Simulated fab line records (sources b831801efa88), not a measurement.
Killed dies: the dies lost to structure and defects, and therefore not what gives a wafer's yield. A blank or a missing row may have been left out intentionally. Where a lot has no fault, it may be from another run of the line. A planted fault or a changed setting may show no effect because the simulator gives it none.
A single fault, viewed from 2 desks || flow gf180mcu || what lay behind the numbers comes last; until then each desk has only its own

== TOOL OWNER'S DESK, litho track-01 ==
The tool's own readings at GF_V2_COAT_09 (resist thk 1000 nm): means of the sampled wafers that have a number, for each lot that ran on this tool. If a lot's mean is further than 4 standard deviations from the usual mean, the lot is out of limits and carries the mark OUT (the distance appears in the brackets).
Columns: A = dispense pressure kPa at GF_V2_COAT_09, usual 48.5 kPa
{"lot": "L662", "first seen here": "day 22 03:00", "A": 47.4}
{"lot": "L663", "first seen here": "day 22 17:00", "A": 47.3}
{"lot": "L667", "first seen here": "day 24 15:00", "A": 47.3}
{"lot": "L668", "first seen here": "day 24 19:00", "A": 47.4}
{"lot": "L670", "first seen here": "day 25 00:00", "A": 47.3}
{"lot": "L673", "first seen here": "day 26 03:00", "A": 47.4}
{"lot": "L676", "first seen here": "day 26 19:00", "A": 47.3}
This desk's verdict: no lot among the 7 shows anything out of limits.

== THE METROLOGY DESK ==
What the gauges read for every lot (on any tool): the sampled wafers with a number, averaged. If a lot's mean is further than 4 standard deviations from the usual mean, the lot is out of limits and carries the mark OUT (the distance appears in the brackets).
Columns: A = M2_OVL at GF_M2_OVL_MEAS_15, usual -1 nm; B = cd nm at GF_V2_CD_MEAS_14, usual 260.2 nm
{"lot": "L655", "first seen here": "day 19 05:04", "A": -1, "B": 260.4}
{"lot": "L656", "first seen here": "day 19 10:29", "A": -1, "B": 260.7}
{"lot": "L657", "first seen here": "day 19 17:56", "A": 3, "B": 260.1}
{"lot": "L662", "first seen here": "day 21 15:07", "A": 1, "B": 261.1}
{"lot": "L663", "first seen here": "day 22 05:19", "A": 6, "B": 261.2}
{"lot": "L667", "first seen here": "day 24 03:01", "A": -5, "B": 260.9}
{"lot": "L668", "first seen here": "day 24 07:19", "A": -3, "B": 260.8}
{"lot": "L669", "first seen here": "day 24 08:52", "A": 1, "B": 261.2}
{"lot": "L670", "first seen here": "day 24 12:53", "A": -1, "B": "267.7 (+7.5) OUT"}
{"lot": "L673", "first seen here": "day 25 15:19", "A": 2, "B": "267.3 (+7.1) OUT"}
{"lot": "L676", "first seen here": "day 26 08:31", "A": -5, "B": "265.2 (+5.1) OUT"}
{"lot": "L677", "first seen here": "day 26 15:19", "A": -7, "B": 261.1}
This desk finds L670, L673, L676 out of limits, L670 being first, at day 25 12:22 (cd nm at GF_V2_CD_MEAS_14). In limits: L655, L656, L657, L662, L663, L667, L668, L669, L677.

== ALL TOGETHER ==
L670, L673, L676 would have let the metrology desk raise an alarm at day 25 12:22.
The desk of the tool owner found nothing out of limits.
Tool owner's desk: L670, L673, L676 on record, inside its limits.
All the named lots went through GF_V2_COAT_09 on litho track-01.

== WHAT THE SIMULATOR HAD PUT IN ==
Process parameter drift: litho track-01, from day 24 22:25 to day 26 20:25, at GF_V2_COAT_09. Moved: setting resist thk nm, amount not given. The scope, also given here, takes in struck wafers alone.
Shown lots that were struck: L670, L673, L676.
Hours from the fault's start to each desk's first reading out of limits: the metrology desk, 14.
